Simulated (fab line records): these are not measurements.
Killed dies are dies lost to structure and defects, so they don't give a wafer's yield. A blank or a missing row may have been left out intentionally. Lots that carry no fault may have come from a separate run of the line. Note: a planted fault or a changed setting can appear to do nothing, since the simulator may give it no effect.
Which tool was responsible?    flow gf180mcu    7 lots, 21 wafers sampled, at 3 steps of a route of 602

== WHAT THE GAUGES READ, wafer by wafer ==
GF_PSD_TW_MEAS_11.
lot   measured      on            PSD_TW
L675  day 14 12:50  filmMetro-04  3197 3195 3192
L677  day 15 14:34  filmMetro-04  3195 3197 3190
L679  day 16 03:04  filmMetro-01  3188 3181 3178
L682  day 17 08:00  filmMetro-03  3233 3221 3226
L684  day 17 19:49  filmMetro-03  31 30 30
L690  day 19 23:46  filmMetro-03  3191 3199 3203
L697  day 22 11:10  filmMetro-04  3190 3189 3192

== EACH LOT AND THE TOOL THAT RAN IT (in order: tool; ch and the chambers of the sampled wafers; start) ==
lot   GF_NSD_STRIP_11                      GF_PSD_STRIP_10
L675  plasmaAsher-04 ch 0,1, day 13 15:43  plasmaAsher-02 ch 0,1, day 14 12:45
L677  plasmaAsher-04 ch 0,1, day 14 16:32  plasmaAsher-04 ch 0,1, day 15 14:28
L679  plasmaAsher-01 ch 0,1, day 15 05:27  plasmaAsher-02 ch 0,1, day 16 02:58
L682  plasmaAsher-02 ch 0,1, day 16 08:50  plasmaAsher-02 ch 0,1, day 17 07:54
L684  plasmaAsher-04 ch 0,1, day 16 20:34  plasmaAsher-03 ch 0,1, day 17 19:43
L690  plasmaAsher-02 ch 0,1, day 18 23:36  plasmaAsher-04 ch 0,1, day 19 23:40
L697  plasmaAsher-01 ch 0,1, day 21 11:15  plasmaAsher-02 ch 0,1, day 22 11:04
- GF_NSD_STRIP_11: strips in O2/N2.
- GF_PSD_STRIP_10: strips in O2/N2.

== THE ANSWER, worked out from the rows above alone ==
Rule: usual is defined by the lots themselves. Put in order of their means at a reading, lots are off if they are a third of the lots or fewer, leave a main group of 4 or more, and stand apart from it by a gap of 3 or more times the standard deviation of the main group's means; of several such gaps the widest counts. If all means in a main group match to the digits the tables above print for the reading, that group is not used. A lot without any number at a reading at which 4 lots or more have one is off too. The other lots that the step has rows for count as sound.
Off: L684, at GF_PSD_TW_MEAS_11 (PSD_TW). Main group: mean 3198, sd 14.
A tool fits if, at a process step before that reading, it ran every lot that is off, and no sound lot after the first of them. Those tools and the gauges at GF_PSD_TW_MEAS_11 are tried in the same way. Can't be told from this: 2 tools fit, plasmaAsher-04 at GF_NSD_STRIP_11, plasmaAsher-03 at GF_PSD_STRIP_10.

== WHAT WAS PUT IN BY THE SIMULATOR ==
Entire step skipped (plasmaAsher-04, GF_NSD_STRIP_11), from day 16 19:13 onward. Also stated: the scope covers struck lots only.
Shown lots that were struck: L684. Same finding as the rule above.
